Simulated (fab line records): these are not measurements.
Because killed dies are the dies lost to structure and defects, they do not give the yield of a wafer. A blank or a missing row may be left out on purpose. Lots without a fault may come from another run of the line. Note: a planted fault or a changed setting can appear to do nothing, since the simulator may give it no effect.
Which tool was responsible? + flow gf180mcu + 42 wafers from 14 lots sampled at 4 of the route's 602 steps

== WHAT THE GAUGES READ, wafer by wafer ==
GF_HV_LDD_TW_MEAS_11. Usual: HV_LDD_TW typically reads 2414, with standard deviation 20.
| lot  | measured     | on            | HV_LDD_TW      | flag |
|------|--------------|---------------|----------------|------|
| L860 | day 10 02:59 | film_metro-01 | 2436 2423 2432 |      |
| L861 | day 10 08:12 | film_metro-04 | 2404 2402 2395 |      |
| L862 | day 10 13:20 | film_metro-01 | 2435 2425 2450 |      |
| L865 | day 11 13:49 | film_metro-04 | 2383 2381 2378 |      |
| L866 | day 11 19:29 | film_metro-03 | 2433 2437 2446 |      |
| L867 | day 12 01:04 | film_metro-04 | 2418 2419 2424 |      |
| L868 | day 12 10:31 | film_metro-01 | 2441 2417 2422 |      |
| L869 | day 12 19:33 | film_metro-01 | 2424 2413 2409 |      |
| L870 | day 13 01:43 | film_metro-04 | 2376 2383 2378 |      |
| L879 | day 15 20:30 | film_metro-01 | 2435 2430 2426 |      |
| L880 | day 16 01:43 | film_metro-03 | 2424 2421 2438 |      |
| L881 | day 16 11:50 | film_metro-04 | 2404 2388 2405 |      |
| L882 | day 16 18:56 | film_metro-04 | 2397 2396 2387 |      |
| L883 | day 17 04:26 | film_metro-03 | 2418 2431 2416 |      |

GF_HV_LDD_CD_MEAS_31: target cd 400 nm. Usual: 400.1 nm for cd_nm, sd 2.3.
| lot  | measured     | on        | cd_nm (nm)        | flag |
|------|--------------|-----------|-------------------|------|
| L860 | day 11 14:58 | cd_sem-02 | 399.3 398.2 398.5 |      |
| L861 | day 11 20:32 | cd_sem-02 | 402.5 402.7 402.9 |      |
| L862 | day 12 01:28 | cd_sem-01 | 399.2 399.0 399.3 |      |
| L865 | day 13 03:40 | cd_sem-02 | 399.9 399.3 399.7 |      |
| L866 | day 13 10:10 | cd_sem-02 | 398.2 400.3 399.6 |      |
| L867 | day 13 17:10 | cd_sem-01 | 401.9 400.7 403.2 |      |
| L868 | day 14 02:43 | cd_sem-02 | 397.2 396.7 399.9 |      |
| L869 | day 14 12:26 | cd_sem-02 | 399.1 394.6 398.1 |      |
| L870 | day 14 19:12 | cd_sem-02 | 401.0 401.0 400.2 |      |
| L879 | day 17 18:50 | cd_sem-02 | 400.8 400.1 399.5 |      |
| L880 | day 17 23:35 | cd_sem-02 | 402.2 405.2 404.9 |      |
| L881 | day 18 09:59 | cd_sem-01 | 396.2 399.6 399.0 |      |
| L882 | day 18 18:41 | cd_sem-01 | 399.8 399.2 400.8 |      |
| L883 | day 19 04:47 | cd_sem-01 | 398.1 396.6 398.6 |      |

GF_HV_LDD_THK_MEAS_57. Usual: HV_LDD_CVD_56_THK typically reads 89.7 nm, with standard deviation 0.87.
| lot  | measured     | on            | HV_LDD_CVD_56_THK (nm)              | flag |
|------|--------------|---------------|-------------------------------------|------|
| L860 | day 12 14:11 | film_metro-03 | 90.1 90.5 89.9                      |      |
| L861 | day 12 22:28 | film_metro-04 | 88.5 88.0 88.2                      |      |
| L862 | day 13 02:12 | film_metro-01 | 89.3 89.2 89.3                      |      |
| L865 | day 14 04:22 | film_metro-01 | 90.4 88.6 90.2                      |      |
| L866 | day 14 11:32 | film_metro-04 | 90.7 91.7 91.2                      |      |
| L867 | day 14 18:14 | film_metro-03 | 91.2 92.1 91.4                      |      |
| L868 | day 15 03:56 | film_metro-04 | 90.2 91.2 89.7                      |      |
| L869 | day 15 14:14 | film_metro-04 | 134.5 134.4 134.0 134.4 134.3 134.0 | OFF  |
| L870 | day 15 20:56 | film_metro-01 | 133.5 134.2 134.0 133.5 134.2 133.9 | OFF  |
| L879 | day 18 22:17 | film_metro-04 | 88.7 88.8 88.6                      |      |
| L880 | day 19 02:50 | film_metro-03 | 90.2 89.9 89.9                      |      |
| L881 | day 19 14:42 | film_metro-01 | 90.1 90.0 90.1                      |      |
| L882 | day 19 22:35 | film_metro-01 | 89.6 90.4 90.7                      |      |
| L883 | day 20 08:37 | film_metro-03 | 89.7 89.7 89.4                      |      |

== EACH LOT AND THE TOOL THAT RAN IT (in order: tool; ch and the chambers of the sampled wafers; start) ==
| lot  | GF_HV_LDD_CVD_56            |
|------|-----------------------------|
| L860 | lpcvd-02 ch 1, day 12 12:46 |
| L861 | lpcvd-02 ch 1, day 12 19:15 |
| L862 | lpcvd-02 ch 0, day 13 00:04 |
| L865 | lpcvd-02 ch 0, day 14 02:56 |
| L866 | lpcvd-02 ch 0, day 14 10:07 |
| L867 | lpcvd-01 ch 1, day 14 16:47 |
| L868 | lpcvd-01 ch 0, day 15 02:30 |
| L869 | lpcvd-01 ch 1, day 15 12:47 |
| L870 | lpcvd-01 ch 1, day 15 19:29 |
| L879 | lpcvd-01 ch 1, day 18 20:52 |
| L880 | lpcvd-01 ch 1, day 19 01:25 |
| L881 | lpcvd-02 ch 1, day 19 12:34 |
| L882 | lpcvd-01 ch 1, day 19 21:10 |
| L883 | lpcvd-02 ch 0, day 20 07:10 |
- GF_HV_LDD_CVD_56: deposits Si3N4 from DCS/NH3, target thk 90 nm, time 1543 s.

== AS READ BY THE TOOLS THEMSELVES (means over the sampled wafers that have a number; for cases with no such wafer, the mark the record gives instead) ==
GF_HV_LDD_CVD_56. Usual: 250.0 mTorr for pressure_mtorr, sd 0.46.
| lot  | tool     | pressure_mtorr (mTorr) | flag |
|------|----------|------------------------|------|
| L860 | lpcvd-02 | 250.2                  |      |
| L861 | lpcvd-02 | 249.4                  |      |
| L862 | lpcvd-02 | 250.0                  |      |
| L865 | lpcvd-02 | 250.2                  |      |
| L866 | lpcvd-02 | 250.4                  |      |
| L867 | lpcvd-01 | 249.4                  |      |
| L868 | lpcvd-01 | 250.8                  |      |
| L869 | lpcvd-01 | 250.1                  |      |
| L870 | lpcvd-01 | 249.6                  |      |
| L879 | lpcvd-01 | 249.9                  |      |
| L880 | lpcvd-01 | 250.7                  |      |
| L881 | lpcvd-02 | 250.0                  |      |
| L882 | lpcvd-01 | 249.8                  |      |
| L883 | lpcvd-02 | 250.1                  |      |

== THE ANSWER, worked out from the rows above alone ==
Rule: a lot is off if the mean of its wafers that have a number lies more than 3 standard deviations from the usual mean. A lot without any number at a reading at which 4 lots or more have one is off too. Where the step has rows for the other lots, those lots are counted as sound. Order of review: gauges by route order, followed by the tools' own readings, for which a lot's mean as printed above is used. The first step at which some lot is off is used, and at that step the reading that is off furthest; a lot without a number counts as furthest.
Off: L869, L870, seen at GF_HV_LDD_THK_MEAS_57 (HV_LDD_CVD_56_THK).
A tool fits if, at a process step before that reading, it ran every lot that is off, and no sound lot after the first of them. Those tools and the gauges at GF_HV_LDD_THK_MEAS_57 are tried in the same way. No candidate that was tried fits.

== WHAT HAD BEEN PUT IN BY THE SIMULATOR ==
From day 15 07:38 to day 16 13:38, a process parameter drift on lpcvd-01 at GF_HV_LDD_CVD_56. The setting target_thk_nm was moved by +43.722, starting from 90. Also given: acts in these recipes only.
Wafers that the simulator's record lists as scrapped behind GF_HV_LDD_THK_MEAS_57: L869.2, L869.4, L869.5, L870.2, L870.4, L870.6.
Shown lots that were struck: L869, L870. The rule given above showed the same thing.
